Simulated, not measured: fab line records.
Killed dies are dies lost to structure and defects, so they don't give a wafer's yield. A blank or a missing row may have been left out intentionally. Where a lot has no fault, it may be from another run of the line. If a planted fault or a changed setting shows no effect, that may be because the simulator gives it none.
Struck lot and sound lot, side by side | flow sky130 | 15 steps out of a route of 708
Sound: the wafers L419.1, L419.2, L419.4. Struck: wafers L426.1, L426.3, L426.5. The cause comes at the end.
Each step with rows lists, per side, the tool, then ch with its chambers, then its first start. Under that, the readings that differ: sound wafers | struck wafers | difference of the means | sigmas: that difference in standard deviations of wafers without a fault.
alike: readings whose means differ by less than 2 such deviations, and words and numbers that are the same on both sides. not compared: withheld readings, readings that some wafer has no value for, bounds like >300 that may hide the same value, and numbers for which the record gives no deviation and whose values overlap.
The two part at a step that has a row with sigmas, a row that says differs or no value, or rows on one side only. When numbers do not overlap yet have no deviation, they are printed without sigmas and do not part them. Lack of a reading on every wafer of one side parts them only where that side has two or more wafers.

first, 1 step without rows for these wafers: SKY_FIELD_ISO_OXIDATION_22 (stabilise 600 s, purge 300 s, target thk 10 nm).
SKY_FIELD_ISO_THK_MEAS_23:
  struck on film-metro-04, day 4 01:55; sound on film-metro-03, day 2 10:46
  alike: FIELD_ISO_OXIDATION_01_THK
then, 1 step without rows for these wafers: SKY_FIELD_ISO_CVD_24 (deposits SiO2, target thk 595 nm, time 99.2 s).
SKY_FIELD_ISO_THK_MEAS_25:
  struck on film-metro-03, day 4 02:02; sound on film-metro-04, day 2 10:55
  alike: FIELD_ISO_CVD_24_THK
then, 1 step without rows for these wafers: SKY_FIELD_ISO_ANNEAL_26 (time 1800 s).
SKY_FIELD_ISO_CMP_27: polishes, stops on Si3N4, t overpolish 16 s, target thk 457.8 nm.
  sound on cmp-01 ch 1,2,3, day 2 12:28; struck on cmp-01 ch 0,2, day 4 03:36
  alike: motor-current-A, overpolish-run-s, platen-rpm, time-to-endpoint-s
then, 5 steps without rows for these wafers: SKY_FIELD_ISO_WET_ETCH_28 (etches SiO2 in dHF, target depth 23.7 nm, time 47 s); SKY_FIELD_ISO_WET_ETCH_29 (etches Si3N4 in H3PO4, target depth 160 nm, time 1825 s); SKY_FIELD_ISO_WET_ETCH_30 (etches SiO2 in dHF, target depth 25 nm, time 50 s); SKY_NWELL_CLEAN_00 (cleans in SC1/SC2, time 150 s); SKY_NWELL_OXIDATION_01 (stabilise 600 s, purge 300 s, target thk 10 nm).
SKY_NWELL_THK_MEAS_02:
  struck on film-metro-03, day 4 06:38; sound on film-metro-02, day 2 14:46
  alike: NWELL_OXIDATION_THK
SKY_DNWELL_DEHYDRATE_00: time 60 s.
  sound on litho-track-04 ch 0, day 2 22:14; struck on litho-track-03 ch 0, day 4 14:52
  reading                  | sound                | struck               | difference                    | sigmas
  heater-power-total-W (W) | 160.30 160.32 160.23 | 168.16 168.42 168.17 | +7.97                         | +61
  plate-temp-C (C)         | 199.95 199.90 200.16 | - - -                | no value on the struck wafers |
then, 1 step without rows for these wafers: SKY_DNWELL_HMDS_01 (prime time 60 s).
-- the record jumps here: 43 days lie between the struck wafers' starts before and after (it left off in module DNWELL and takes up again in module PAD_OPEN, whose first step shown is number 708 of the route) --
SKY_PAD_OPEN_PROBE_99:
  struck on prober-01, day 47 16:40; sound on prober-01, day 45 09:17
  alike: killed_at_M0_to_M3, killed_at_M4_up, killed-at-contacts, killed-at-front-end, killed-at-other, killed-dies, killed-open, killed-short

== WHERE THEY PART ==
SKY_DNWELL_DEHYDRATE_00 only, going by this record. Later steps at which nothing parts them and some readings are alike: SKY_PAD_OPEN_PROBE_99.

WHY: what had been put in by the simulator
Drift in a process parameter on litho-track-03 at SKY_DNWELL_DEHYDRATE_00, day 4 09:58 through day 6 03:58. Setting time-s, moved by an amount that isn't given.
